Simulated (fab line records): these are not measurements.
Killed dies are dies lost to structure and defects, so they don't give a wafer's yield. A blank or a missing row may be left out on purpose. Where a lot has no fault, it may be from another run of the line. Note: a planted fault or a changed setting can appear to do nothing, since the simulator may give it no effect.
fab line records || flow sky130
record {"lots": 14, "wafers": 42, "last-day": 50}
route steps=708 shown FIELD_ISO@29 PAD_OPEN@708
lots that met no fault: taken from a fault-free run of the same line
start-h: the number of hours between the record's first day and the start of the first shown wafer of the lot || wait-h: hours since the lot's step before || " same as the row above || L1.1+2: a row that stands for several wafers || - no value, or no start given || * or withheld: withheld || < > ~ a bound
route shown NAME@n: NAME is a module with steps in the file, n the number in the route of the first one || usual: mean/standard deviation taken from wafers without a fault || same: alike in all rows || chamber/n: place in a boat || sites: each site's reading || _std_site: their standard deviation || _edge_site: outer sites' mean less inner sites' || radius-mm: how far each site lies from the wafer's centre || mask NAME#n: copy n || behind: the most recent tool/chamber to have shaped the wafer || hold: reason for holding the lot/hours on hold/outcome of the hold || device: whichever transistor did not switch (one of n, p or np) || end of line: tests of these same wafers at the route's end || a step without rows: its recipe alone || killed: not the wafer's yield, but the dies lost to structure and defects at the first sort || map: a wafer's dies, marking killed ones x, the rest . and places with no die _
set.NAME: the run value of the setting; set.NAME@STEP: its run value at that earlier step || model.NAME: the simulator's own value behind a step, which no gauge read
route steps across a sampled set of lots; one table per step, one row per wafer
## steps
# step SKY_FIELD_ISO_WET_ETCH_28
# recipe {"chemistry": "dHF", "target-depth-nm": 23.7, "target": "SiO2", "dilution": "10:1", "temp-c": 25, "time-s": 47}
# usual {"bath-heat-duty-pct": "6.4/0.69", "run-length-s": "76/3.3"}
{"lot.wafer": "L577.1", "tool": "wet-bench-04", "chamber": 2, "start-h": 51.60, "wait-h": 0.1, "bath-heat-duty-pct": 6.8, "run-length-s": 79}
{"lot.wafer": "L577.3", "tool": "wet-bench-04", "chamber": 2, "start-h": 51.60, "wait-h": 0.1, "bath-heat-duty-pct": 5.5, "run-length-s": 79}
{"lot.wafer": "L577.6", "tool": "wet-bench-04", "chamber": 2, "start-h": 51.60, "wait-h": 0.1, "bath-heat-duty-pct": 6.4, "run-length-s": 79}
{"lot.wafer": "L579.1", "tool": "wet-bench-01", "chamber": 3, "start-h": 64.03, "wait-h": 0.1, "bath-heat-duty-pct": 6.1, "run-length-s": 74}
{"lot.wafer": "L579.4", "tool": "wet-bench-01", "chamber": 3, "start-h": 64.03, "wait-h": 0.1, "bath-heat-duty-pct": 7.1, "run-length-s": 74}
{"lot.wafer": "L579.5", "tool": "wet-bench-01", "chamber": 3, "start-h": 64.03, "wait-h": 0.1, "bath-heat-duty-pct": 5.9, "run-length-s": 74}
{"lot.wafer": "L580.2", "tool": "wet-bench-04", "chamber": 2, "start-h": 64.33, "wait-h": 0.2, "bath-heat-duty-pct": 5.7, "run-length-s": 81}
{"lot.wafer": "L580.5", "tool": "wet-bench-04", "chamber": 2, "start-h": 64.33, "wait-h": 0.2, "bath-heat-duty-pct": 6.1, "run-length-s": 81}
{"lot.wafer": "L580.6", "tool": "wet-bench-04", "chamber": 2, "start-h": 64.33, "wait-h": 0.2, "bath-heat-duty-pct": 6.3, "run-length-s": 81}
{"lot.wafer": "L581.1", "tool": "wet-bench-04", "chamber": 1, "start-h": 73.62, "wait-h": 0.2, "bath-heat-duty-pct": 6.5, "run-length-s": 80}
{"lot.wafer": "L581.4", "tool": "wet-bench-04", "chamber": 1, "start-h": 73.62, "wait-h": 0.2, "bath-heat-duty-pct": 6.3, "run-length-s": 80}
{"lot.wafer": "L581.5", "tool": "wet-bench-04", "chamber": 1, "start-h": 73.62, "wait-h": 0.2, "bath-heat-duty-pct": 6.7, "run-length-s": 80}
{"lot.wafer": "L582.1", "tool": "wet-bench-01", "chamber": 3, "start-h": 73.68, "wait-h": 0.2, "bath-heat-duty-pct": 5.9, "run-length-s": 72}
{"lot.wafer": "L582.4", "tool": "wet-bench-01", "chamber": 3, "start-h": 73.68, "wait-h": 0.2, "bath-heat-duty-pct": 5.4, "run-length-s": 72}
{"lot.wafer": "L582.5", "tool": "wet-bench-01", "chamber": 3, "start-h": 73.68, "wait-h": 0.2, "bath-heat-duty-pct": 6.1, "run-length-s": 72}
{"lot.wafer": "L583.1", "tool": "wet-bench-02", "chamber": 1, "start-h": 82.14, "wait-h": 0.1, "bath-heat-duty-pct": 5.8, "run-length-s": 75}
{"lot.wafer": "L583.3", "tool": "wet-bench-02", "chamber": 1, "start-h": 82.14, "wait-h": 0.1, "bath-heat-duty-pct": 6.5, "run-length-s": 75}
{"lot.wafer": "L583.5", "tool": "wet-bench-02", "chamber": 1, "start-h": 82.14, "wait-h": 0.1, "bath-heat-duty-pct": 7.2, "run-length-s": 75}
{"lot.wafer": "L584.1", "tool": "wet-bench-02", "chamber": 0, "start-h": 82.42, "wait-h": 0.1, "bath-heat-duty-pct": 5.0, "run-length-s": 74}
{"lot.wafer": "L584.3", "tool": "wet-bench-02", "chamber": 0, "start-h": 82.42, "wait-h": 0.1, "bath-heat-duty-pct": 6.4, "run-length-s": 74}
{"lot.wafer": "L584.6", "tool": "wet-bench-02", "chamber": 0, "start-h": 82.42, "wait-h": 0.1, "bath-heat-duty-pct": 6.5, "run-length-s": 74}
{"lot.wafer": "L586.3", "tool": "wet-bench-02", "chamber": 0, "start-h": 90.45, "wait-h": 0.1, "bath-heat-duty-pct": 6.4, "run-length-s": 81}
{"lot.wafer": "L586.5", "tool": "wet-bench-02", "chamber": 0, "start-h": 90.45, "wait-h": 0.1, "bath-heat-duty-pct": 5.1, "run-length-s": 81}
{"lot.wafer": "L586.6", "tool": "wet-bench-02", "chamber": 0, "start-h": 90.45, "wait-h": 0.1, "bath-heat-duty-pct": 5.4, "run-length-s": 81}
{"lot.wafer": "L587.3", "tool": "wet-bench-01", "chamber": 3, "start-h": 97.38, "wait-h": 0.1, "bath-heat-duty-pct": 6.8, "run-length-s": 81}
{"lot.wafer": "L587.5", "tool": "wet-bench-01", "chamber": 3, "start-h": 97.38, "wait-h": 0.1, "bath-heat-duty-pct": 6.3, "run-length-s": 81}
{"lot.wafer": "L587.6", "tool": "wet-bench-01", "chamber": 3, "start-h": 97.38, "wait-h": 0.1, "bath-heat-duty-pct": 5.3, "run-length-s": 81}
{"lot.wafer": "L590.1", "tool": "wet-bench-02", "chamber": 3, "start-h": 101.57, "wait-h": 0.1, "bath-heat-duty-pct": 6.7, "run-length-s": 75}
{"lot.wafer": "L590.2", "tool": "wet-bench-02", "chamber": 3, "start-h": 101.57, "wait-h": 0.1, "bath-heat-duty-pct": 6.5, "run-length-s": 75}
{"lot.wafer": "L590.3", "tool": "wet-bench-02", "chamber": 3, "start-h": 101.57, "wait-h": 0.1, "bath-heat-duty-pct": 7.1, "run-length-s": 75}
{"lot.wafer": "L595.1", "tool": "wet-bench-01", "chamber": 3, "start-h": 130.10, "wait-h": 0.2, "bath-heat-duty-pct": 5.9, "run-length-s": 80}
{"lot.wafer": "L595.4", "tool": "wet-bench-01", "chamber": 3, "start-h": 130.10, "wait-h": 0.2, "bath-heat-duty-pct": 5.9, "run-length-s": 80}
{"lot.wafer": "L595.5", "tool": "wet-bench-01", "chamber": 3, "start-h": 130.10, "wait-h": 0.2, "bath-heat-duty-pct": 6.3, "run-length-s": 80}
{"lot.wafer": "L596.1", "tool": "wet-bench-01", "chamber": 0, "start-h": 133.58, "wait-h": 0.2, "bath-heat-duty-pct": 6.5, "run-length-s": 76}
{"lot.wafer": "L596.4", "tool": "wet-bench-01", "chamber": 0, "start-h": 133.58, "wait-h": 0.2, "bath-heat-duty-pct": 5.7, "run-length-s": 76}
{"lot.wafer": "L596.5", "tool": "wet-bench-01", "chamber": 0, "start-h": 133.58, "wait-h": 0.2, "bath-heat-duty-pct": 6.8, "run-length-s": 76}
{"lot.wafer": "L597.2", "tool": "wet-bench-04", "chamber": 0, "start-h": 137.39, "wait-h": 0.1, "bath-heat-duty-pct": 7.7, "run-length-s": 109}
{"lot.wafer": "L597.4", "tool": "wet-bench-04", "chamber": 0, "start-h": 137.39, "wait-h": 0.1, "bath-heat-duty-pct": 7.1, "run-length-s": 109}
{"lot.wafer": "L597.5", "tool": "wet-bench-04", "chamber": 0, "start-h": 137.39, "wait-h": 0.1, "bath-heat-duty-pct": 7.0, "run-length-s": 109}
{"lot.wafer": "L598.1", "tool": "wet-bench-04", "chamber": 0, "start-h": 141.79, "wait-h": 0.2, "bath-heat-duty-pct": 7.8, "run-length-s": 110}
{"lot.wafer": "L598.3", "tool": "wet-bench-04", "chamber": 0, "start-h": 141.79, "wait-h": 0.2, "bath-heat-duty-pct": 7.7, "run-length-s": 110}
{"lot.wafer": "L598.5", "tool": "wet-bench-04", "chamber": 0, "start-h": 141.79, "wait-h": 0.2, "bath-heat-duty-pct": 7.5, "run-length-s": 110}
# step SKY_PAD_OPEN_PROBE_99
# usual {"killed_at_M0_to_M3": "44/6.9", "killed_at_M4_up": "3.3/1.7", "killed-at-contacts": "24/5.5", "killed-at-front-end": "16/4.5", "killed-at-other": "0.2/0.46", "killed-dies": "87/9.1", "killed-on-rim": "17/3.6", "killed-open": "48/7.3", "killed-short": "39/6.2"}
# same {"gross-dies": 492, "killed-at-back-side": 0}
{"lot.wafer": "L582.1", "tool": "prober-01", "chamber": "-", "start-h": 1118.37, "wait-h": 0.1, "killed_at_M0_to_M3": 47, "killed_at_M4_up": 2, "killed-at-contacts": 16, "killed-at-front-end": 20, "killed-at-other": 0, "killed-dies": 85, "killed-on-rim": 17, "killed-open": 54, "killed-short": 31}
{"lot.wafer": "L581.1", "tool": "prober-02", "chamber": "-", "start-h": 1126.41, "wait-h": 0.1, "killed_at_M0_to_M3": 47, "killed_at_M4_up": 0, "killed-at-contacts": 29, "killed-at-front-end": 19, "killed-at-other": 0, "killed-dies": 95, "killed-on-rim": 22, "killed-open": 37, "killed-short": 58}
{"lot.wafer": "L581.4", "tool": "prober-02", "chamber": "-", "start-h": 1126.56, "wait-h": 0.2, "killed_at_M0_to_M3": 52, "killed_at_M4_up": 2, "killed-at-contacts": 15, "killed-at-front-end": 22, "killed-at-other": 0, "killed-dies": 91, "killed-on-rim": 20, "killed-open": 48, "killed-short": 42}
{"lot.wafer": "L581.5", "tool": "prober-02", "chamber": "-", "start-h": 1126.61, "wait-h": 0.2, "killed_at_M0_to_M3": 43, "killed_at_M4_up": 1, "killed-at-contacts": 30, "killed-at-front-end": 20, "killed-at-other": 0, "killed-dies": 94, "killed-on-rim": 20, "killed-open": 49, "killed-short": 45}
{"lot.wafer": "L584.1", "tool": "prober-01", "chamber": "-", "start-h": 1140.16, "wait-h": 0.1, "killed_at_M0_to_M3": 33, "killed_at_M4_up": 1, "killed-at-contacts": 15, "killed-at-front-end": 24, "killed-at-other": 0, "killed-dies": 73, "killed-on-rim": 19, "killed-open": 49, "killed-short": 24}
{"lot.wafer": "L584.3", "tool": "prober-01", "chamber": "-", "start-h": 1140.26, "wait-h": 0.2, "killed_at_M0_to_M3": 36, "killed_at_M4_up": 4, "killed-at-contacts": 22, "killed-at-front-end": 13, "killed-at-other": 0, "killed-dies": 75, "killed-on-rim": 22, "killed-open": 36, "killed-short": 38}
{"lot.wafer": "L584.6", "tool": "prober-01", "chamber": "-", "start-h": 1140.41, "wait-h": 0.2, "killed_at_M0_to_M3": 41, "killed_at_M4_up": 2, "killed-at-contacts": 26, "killed-at-front-end": 18, "killed-at-other": 0, "killed-dies": 87, "killed-on-rim": 15, "killed-open": 53, "killed-short": 34}
{"lot.wafer": "L583.1", "tool": "prober-02", "chamber": "-", "start-h": 1142.12, "wait-h": 0.1, "killed_at_M0_to_M3": 33, "killed_at_M4_up": 1, "killed-at-contacts": 27, "killed-at-front-end": 14, "killed-at-other": 0, "killed-dies": 75, "killed-on-rim": 13, "killed-open": 36, "killed-short": 37}
{"lot.wafer": "L583.3", "tool": "prober-02", "chamber": "-", "start-h": 1142.22, "wait-h": 0.2, "killed_at_M0_to_M3": 47, "killed_at_M4_up": 2, "killed-at-contacts": 30, "killed-at-front-end": 20, "killed-at-other": 0, "killed-dies": 99, "killed-on-rim": 20, "killed-open": 63, "killed-short": 36}
{"lot.wafer": "L583.5", "tool": "prober-02", "chamber": "-", "start-h": 1142.32, "wait-h": 0.2, "killed_at_M0_to_M3": 43, "killed_at_M4_up": 4, "killed-at-contacts": 26, "killed-at-front-end": 16, "killed-at-other": 1, "killed-dies": 90, "killed-on-rim": 16, "killed-open": 45, "killed-short": 41}
{"lot.wafer": "L586.3", "tool": "prober-01", "chamber": "-", "start-h": 1145.74, "wait-h": 0.2, "killed_at_M0_to_M3": 36, "killed_at_M4_up": 3, "killed-at-contacts": 26, "killed-at-front-end": 19, "killed-at-other": 0, "killed-dies": 84, "killed-on-rim": 23, "killed-open": 47, "killed-short": 37}
{"lot.wafer": "L586.5", "tool": "prober-01", "chamber": "-", "start-h": 1145.84, "wait-h": 0.2, "killed_at_M0_to_M3": 38, "killed_at_M4_up": 3, "killed-at-contacts": 37, "killed-at-front-end": 15, "killed-at-other": 0, "killed-dies": 93, "killed-on-rim": 21, "killed-open": 53, "killed-short": 39}
{"lot.wafer": "L586.6", "tool": "prober-01", "chamber": "-", "start-h": 1145.89, "wait-h": 0.2, "killed_at_M0_to_M3": 34, "killed_at_M4_up": 3, "killed-at-contacts": 26, "killed-at-front-end": 13, "killed-at-other": 1, "killed-dies": 77, "killed-on-rim": 9, "killed-open": 43, "killed-short": 33}
{"lot.wafer": "L587.3", "tool": "prober-02", "chamber": "-", "start-h": 1165.12, "wait-h": 0.2, "killed_at_M0_to_M3": 41, "killed_at_M4_up": 3, "killed-at-contacts": 27, "killed-at-front-end": 19, "killed-at-other": 0, "killed-dies": 90, "killed-on-rim": 12, "killed-open": 39, "killed-short": 51}
{"lot.wafer": "L587.5", "tool": "prober-02", "chamber": "-", "start-h": 1165.22, "wait-h": 0.2, "killed_at_M0_to_M3": 63, "killed_at_M4_up": 2, "killed-at-contacts": 14, "killed-at-front-end": 11, "killed-at-other": 0, "killed-dies": 90, "killed-on-rim": 18, "killed-open": 36, "killed-short": 54}
{"lot.wafer": "L587.6", "tool": "prober-02", "chamber": "-", "start-h": 1165.27, "wait-h": 0.2, "killed_at_M0_to_M3": 49, "killed_at_M4_up": 3, "killed-at-contacts": 29, "killed-at-front-end": 10, "killed-at-other": 0, "killed-dies": 91, "killed-on-rim": 14, "killed-open": 51, "killed-short": 40}
# killed by level:class
L582.1 VIA1:geometric-particle:open=14 VIA3:geometric-particle:open=9 VIA2:geometric-particle:open=8 FIELD_ISO:geometric-particle:open=6 METAL1:geometric-particle:short=6 FIELD_ISO:geometric-particle:short=5 POLY_GATE:geometric-particle:open=4 LI_CONTACT:geometric-particle:open=4
L581.1 METAL2:geometric-particle:short=8 VIA3:geometric-particle:short=8 FIELD_ISO:geometric-particle:short=7 CONTACT:geometric-particle:short=7 CONTACT:geometric-particle:open=7 VIA1:geometric-particle:open=7 LI_CONTACT:geometric-particle:open=6 VIA2:geometric-particle:open=6
L581.4 VIA1:geometric-particle:open=16 FIELD_ISO:geometric-particle:short=7 CONTACT:geometric-particle:open=7 METAL1:geometric-particle:short=7 VIA1:geometric-particle:short=6 FIELD_ISO:geometric-particle:open=4 POLY_GATE:geometric-particle:short=4 POLY_GATE:geometric-particle:open=4
L581.5 CONTACT:geometric-particle:open=11 METAL2:geometric-particle:short=8 VIA1:geometric-particle:open=8 VIA3:geometric-particle:open=8 CONTACT:geometric-particle:short=7 POLY_GATE:geometric-particle:short=6 LOCAL_INTERCONNECT:geometric-particle:short=6 VIA2:geometric-particle:open=6
L584.1 VIA1:geometric-particle:open=12 POLY_GATE:geometric-particle:open=9 FIELD_ISO:geometric-particle:open=8 CONTACT:geometric-particle:open=6 VIA3:geometric-particle:open=5 VIA1:geometric-particle:short=4 POLY_GATE:geometric-particle:short=3 LI_CONTACT:geometric-particle:open=3
L584.3 CONTACT:geometric-particle:open=8 METAL1:geometric-particle:short=7 VIA3:geometric-particle:open=6 CONTACT:geometric-particle:short=5 VIA1:geometric-particle:open=5 SPACER:geometric-particle:open=4 METAL2:geometric-particle:short=4 METAL4:geometric-particle:short=4
L584.6 VIA1:geometric-particle:open=16 CONTACT:geometric-particle:open=13 FIELD_ISO:geometric-particle:open=7 VIA3:geometric-particle:open=7 CONTACT:geometric-particle:short=5 FIELD_ISO:geometric-particle:short=4 LOCAL_INTERCONNECT:geometric-particle:short=4 METAL2:geometric-particle:short=4
L583.1 CONTACT:geometric-particle:open=12 VIA2:geometric-particle:open=6 FIELD_ISO:geometric-particle:short=5 VIA1:geometric-particle:open=5 VIA1:geometric-particle:short=5 LOCAL_INTERCONNECT:geometric-particle:short=4 CONTACT:geometric-particle:short=4 METAL2:geometric-particle:short=4
L583.3 CONTACT:geometric-particle:open=14 VIA3:geometric-particle:open=10 LI_CONTACT:geometric-particle:open=8 VIA1:geometric-particle:open=8 FIELD_ISO:geometric-particle:short=7 VIA2:geometric-particle:open=7 FIELD_ISO:geometric-particle:open=6 METAL1:geometric-particle:short=5
L583.5 CONTACT:geometric-particle:open=10 VIA2:geometric-particle:open=8 METAL2:geometric-particle:short=8 VIA3:geometric-particle:open=7 LI_CONTACT:geometric-particle:open=6 CONTACT:geometric-particle:short=6 VIA1:geometric-particle:open=6 FIELD_ISO:geometric-particle:short=5
L586.3 CONTACT:geometric-particle:open=10 LI_CONTACT:geometric-particle:open=9 VIA2:geometric-particle:open=6 FIELD_ISO:geometric-particle:open=5 VIA3:geometric-particle:open=5 CONTACT:geometric-particle:short=5 METAL1:geometric-particle:short=5 VIA1:geometric-particle:short=5
L586.5 CONTACT:geometric-particle:open=18 VIA3:geometric-particle:open=9 CONTACT:geometric-particle:short=8 LI_CONTACT:geometric-particle:open=6 VIA1:geometric-particle:short=6 VIA2:geometric-particle:open=6 POLY_GATE:geometric-particle:short=4 VIA3:geometric-particle:short=4
L586.6 LI_CONTACT:geometric-particle:open=10 VIA1:geometric-particle:open=9 CONTACT:geometric-particle:open=6 METAL2:geometric-particle:short=5 LOCAL_INTERCONNECT:geometric-particle:short=4 CONTACT:geometric-particle:short=4 VIA3:geometric-particle:open=4 VIA3:geometric-particle:short=4
L587.3 LI_CONTACT:geometric-particle:open=8 METAL1:geometric-particle:short=8 METAL2:geometric-particle:short=7 FIELD_ISO:geometric-particle:open=6 POLY_GATE:geometric-particle:short=6 VIA1:geometric-particle:short=6 CONTACT:geometric-particle:short=6 VIA2:geometric-particle:open=6
L587.5 VIA1:geometric-particle:open=13 VIA1:geometric-particle:short=9 METAL2:geometric-particle:short=9 VIA3:geometric-particle:open=9 VIA3:geometric-particle:short=8 METAL1:geometric-particle:short=7 FIELD_ISO:geometric-particle:short=6 CONTACT:geometric-particle:short=4
L587.6 CONTACT:geometric-particle:open=13 VIA1:geometric-particle:open=11 VIA2:geometric-particle:open=10 METAL1:geometric-particle:short=7 LI_CONTACT:geometric-particle:open=6 VIA3:geometric-particle:open=5 METAL2:geometric-particle:short=5 LOCAL_INTERCONNECT:geometric-particle:short=4
## key
first-sign {"step": "SKY_FIELD_ISO_WET_ETCH_28", "reading": "run-length-s", "direction": "up", "sigmas": 10, "usual": "*", "struck": "*"}
effect none on later readings
met-at SKY_FIELD_ISO_WET_ETCH_28
struck-lots L597,L598
tester-left-out L597,L598
onset-between 73.62 137.39
fault {"kind": "process-parameter-drift", "tool": "wet-bench-04", "chamber": "-", "onset-h": 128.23, "steps": "SKY_FIELD_ISO_WET_ETCH_28", "channel": "time-s", "offset": "*", "shape": "step", "end-h": 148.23, "acts-in": "*", "stated": "*"}
# tester-left-out: of these lots the tester's yield and bins aren't shown, on N5 and GAA mostly nor the transistor test; their killed dies are dies lost to structure and defects alone, not to doping, threshold or leakage, so they don't give the yield
